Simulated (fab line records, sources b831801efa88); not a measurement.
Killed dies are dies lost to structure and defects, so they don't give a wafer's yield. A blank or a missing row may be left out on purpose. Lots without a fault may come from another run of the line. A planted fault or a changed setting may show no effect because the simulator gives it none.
Which tool did it? | flow gf180mcu | 12 lots, 36 wafers sampled, at 1 step of a route of 602

WHAT THE GAUGES READ, wafer by wafer
GF_HV_LDD_OVL_MEAS_32.
lot  | measured     | on         | HV_LDD_02_OVL (nm)
L075 | day 11 18:26 | overlay-02 | 3.0 2.1 1.0
L077 | day 12 14:47 | overlay-02 | 2.6 3.6 2.6
L080 | day 13 17:14 | overlay-02 | 2.7 2.1 2.9
L081 | day 14 03:44 | overlay-01 | 1.3 1.2 2.0
L083 | day 14 14:05 | overlay-01 | 1.3 1.5 -0.4
L085 | day 15 08:14 | overlay-01 | 1.9 1.9 1.1
L087 | day 15 22:44 | overlay-02 | -0.7 -0.1 -0.7
L089 | day 16 12:47 | overlay-02 | -0.1 1.7 -1.3
L091 | day 16 20:59 | overlay-01 | 1.0 0.3 1.4
L093 | day 17 18:42 | overlay-02 | 1.2 1.3 2.6
L095 | day 18 08:11 | overlay-01 | 3.8 3.6 1.9
L097 | day 19 03:44 | overlay-01 | 1.2 1.7 -0.3

WHICH TOOL RAN EACH LOT (tool, then ch and the chambers of the sampled wafers, then the start)
The record holds no process step before these readings.

THE ANSWER, worked out from the rows above alone
Rule: what is usual is taken from the lots themselves. Put in order of their means at a reading, lots are off if they are a third of the lots or fewer, leave a main group of 4 or more, and stand apart from it by a gap of 3 or more times the standard deviation of the main group's means; of several such gaps the widest counts. A main group whose means are all the same, to the digits that the tables above print for the reading, isn't used. A lot without any number at a reading at which 4 lots or more have one is off too. The other lots that the step has rows for count as sound.
No lot is off at any reading shown: from this, nothing can be told.

WHAT THE SIMULATOR HAD PUT IN
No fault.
